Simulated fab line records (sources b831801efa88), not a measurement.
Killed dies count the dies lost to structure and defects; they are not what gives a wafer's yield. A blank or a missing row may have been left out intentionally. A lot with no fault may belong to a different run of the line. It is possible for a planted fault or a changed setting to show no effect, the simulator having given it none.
Chamber matching -- flow sky130 -- 3 sister chambers for SKY_VIA1_ETCH_14 on rie_diel-03
The step etches BARC in N2/H2, stops on SiO2, time 45.9 s, target depth 60 nm. 3 wafers are shown with their chamber, then 7 later ones without.

WAFERS WITH THEIR CHAMBER
wafer,chamber,drypump_motor_current_A (A)
L077.5,0,5.5
L084.4,1,5.2
L084.6,2,5.6

WAFERS WITHOUT THEIR CHAMBER
wafer,drypump_motor_current_A (A)
L091.3,5.7
L091.6,5.2
L092.3,5.5
L092.4,5.6
L092.6,5.3
L097.2,5.2
L097.4,5.5

THE CHAMBER EACH PASSED THROUGH
wafer,from the rows above,in truth
L091.3,can't be placed: 2 or 0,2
L091.6,1,1
L092.3,can't be placed: 0 or 2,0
L092.4,can't be placed: 2 or 0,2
L092.6,can't be placed: 1 or 0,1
L097.2,1,1
L097.4,can't be placed: 0 or 2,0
2 of 7 placed correctly. From these rows, 5 cannot be placed; in 5 the true chamber is one of the candidates. Number placed wrongly: 0.
How it was worked out, from the rows above alone: a wafer's distance from a chamber is the root of the sum, over the readings, of the square of ((its reading less the chamber's mean) divided by the reading's scatter). The wafer belongs to the nearest chamber; if the next one is less than 2 further off, it can't be placed. For every chamber, the mean is computed from those of its wafers that are shown. The scatter: root of mean squared gap, hidden wafer to nearest shown wafer, with one shown wafer a chamber.
